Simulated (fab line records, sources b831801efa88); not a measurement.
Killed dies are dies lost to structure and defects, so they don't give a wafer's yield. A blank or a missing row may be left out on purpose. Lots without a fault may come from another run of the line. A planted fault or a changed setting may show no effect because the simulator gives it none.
Which tool did it? | flow sky130 | 7 lots, 19 wafers sampled, at 2 steps of a route of 708

WHAT THE GAUGES READ, wafer by wafer
SKY_FIELD_ISO_THK_MEAS_25.
lot  | measured    | on            | FIELD_ISO_CVD_24_THK (nm)
L282 | day 2 18:58 | film_metro-01 | 583 596 593
L284 | day 3 04:56 | film_metro-03 | 600 599 598
L288 | day 4 07:46 | film_metro-01 | 596 596 601
L290 | day 4 17:56 | film_metro-04 | 597 603 603
L293 | day 5 11:12 | film_metro-03 | 594 594 594
L295 | day 5 21:55 | film_metro-03 | 631 596
L297 | day 6 01:05 | film_metro-04 | 630 628

WHICH TOOL RAN EACH LOT (tool, then ch and the chambers of the sampled wafers, then the start)
lot  | SKY_FIELD_ISO_CVD_24
L282 | hdpcvd-02 ch 0,1,2, day 2 18:53
L284 | hdpcvd-02 ch 1,2, day 3 04:52
L288 | hdpcvd-02 ch 0,1,2, day 4 07:41
L290 | hdpcvd-01 ch 0,1, day 4 17:52
L293 | hdpcvd-01 ch 0,2, day 5 11:07
L295 | hdpcvd-01 ch 2, day 5 21:49
L297 | hdpcvd-01 ch 1,2, day 6 01:00
- SKY_FIELD_ISO_CVD_24: deposits SiO2, target thk 595 nm, time 99.2 s.

THE ANSWER, worked out from the rows above alone
Rule: what is usual is taken from the lots themselves. Put in order of their means at a reading, lots are off if they are a third of the lots or fewer, leave a main group of 4 or more, and stand apart from it by a gap of 3 or more times the standard deviation of the main group's means; of several such gaps the widest counts. A main group whose means are all the same, to the digits that the tables above print for the reading, isn't used. A lot without any number at a reading at which 4 lots or more have one is off too. The other lots that the step has rows for count as sound.
Off: L295, L297, at SKY_FIELD_ISO_THK_MEAS_25 (FIELD_ISO_CVD_24_THK). The main group: mean 596 nm, standard deviation 3.7.
A tool fits if, at a process step before that reading, it ran every lot that is off, and no sound lot after the first of them. The gauges at SKY_FIELD_ISO_THK_MEAS_25 are tried like those tools. One fits: hdpcvd-01 at SKY_FIELD_ISO_CVD_24. Its last sound lot is L293 (day 5 11:07), its first lot that is off L295 (day 5 21:49): a fault that began between those two fits.

WHAT THE SIMULATOR HAD PUT IN
Process parameter drift: hdpcvd-01, from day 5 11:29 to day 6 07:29, at SKY_FIELD_ISO_CVD_24. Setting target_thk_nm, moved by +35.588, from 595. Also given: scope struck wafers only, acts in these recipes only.
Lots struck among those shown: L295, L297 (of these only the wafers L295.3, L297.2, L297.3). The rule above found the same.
